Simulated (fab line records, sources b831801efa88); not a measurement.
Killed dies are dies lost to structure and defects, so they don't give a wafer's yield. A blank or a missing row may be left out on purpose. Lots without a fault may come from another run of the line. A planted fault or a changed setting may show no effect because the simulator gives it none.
Which tool did it? | flow gf180mcu | 11 lots, 33 wafers sampled, at 2 steps of a route of 602

WHAT THE GAUGES READ, wafer by wafer
GF_V5_THK_MEAS_01.
lot  | measured     | on            | V5_CVD_00_THK (nm)
L280 | day 26 07:43 | film_metro-03 | 300.9 300.1 302.5
L281 | day 26 13:36 | film_metro-04 | 299.8 294.0 294.4
L283 | day 27 06:48 | film_metro-03 | 297.1 299.9 300.0
L284 | day 27 16:32 | film_metro-01 | 296.5 293.8 296.1
L287 | day 28 05:07 | film_metro-03 | 293.9 300.8 295.1
L288 | day 28 22:53 | film_metro-03 | 297.0 300.0 302.7
L297 | day 31 09:13 | film_metro-03 | 302.9 301.2 306.9
L299 | day 31 20:35 | film_metro-04 | 295.6 294.2 300.3
L300 | day 32 08:19 | film_metro-04 | 297.5 299.5 300.6
L302 | day 32 18:25 | film_metro-01 | 298.6 296.9 293.7
L303 | day 33 02:24 | film_metro-03 | 297.4 299.7 299.6

WHICH TOOL RAN EACH LOT (tool, then ch and the chambers of the sampled wafers, then the start)
lot  | GF_M5_ETCH_09
L280 | rie_diel-02 ch 0,1,2, day 26 06:56
L281 | rie_diel-03 ch 0,1, day 26 12:45
L283 | rie_diel-04 ch 0,2,3, day 27 06:01
L284 | rie_diel-02 ch 2,3, day 27 15:46
L287 | rie_diel-02 ch 0,2,3, day 28 04:19
L288 | rie_diel-02 ch 0,2,3, day 28 22:08
L297 | rie_diel-04 ch 1,3, day 31 08:28
L299 | rie_diel-04 ch 0,1, day 31 19:50
L300 | rie_diel-02 ch 0,2, day 32 07:32
L302 | rie_diel-02 ch 2,3, day 32 17:41
L303 | rie_diel-03 ch 1,2, day 33 01:39
- GF_M5_ETCH_09: etches Si3N4 in CF4/O2, target depth 52 nm, time 11.6 s.

THE ANSWER, worked out from the rows above alone
Rule: what is usual is taken from the lots themselves. Put in order of their means at a reading, lots are off if they are a third of the lots or fewer, leave a main group of 4 or more, and stand apart from it by a gap of 3 or more times the standard deviation of the main group's means; of several such gaps the widest counts. A main group whose means are all the same, to the digits that the tables above print for the reading, isn't used. A lot without any number at a reading at which 4 lots or more have one is off too. The other lots that the step has rows for count as sound.
No lot is off at any reading shown: from this, nothing can be told.

WHAT THE SIMULATOR HAD PUT IN
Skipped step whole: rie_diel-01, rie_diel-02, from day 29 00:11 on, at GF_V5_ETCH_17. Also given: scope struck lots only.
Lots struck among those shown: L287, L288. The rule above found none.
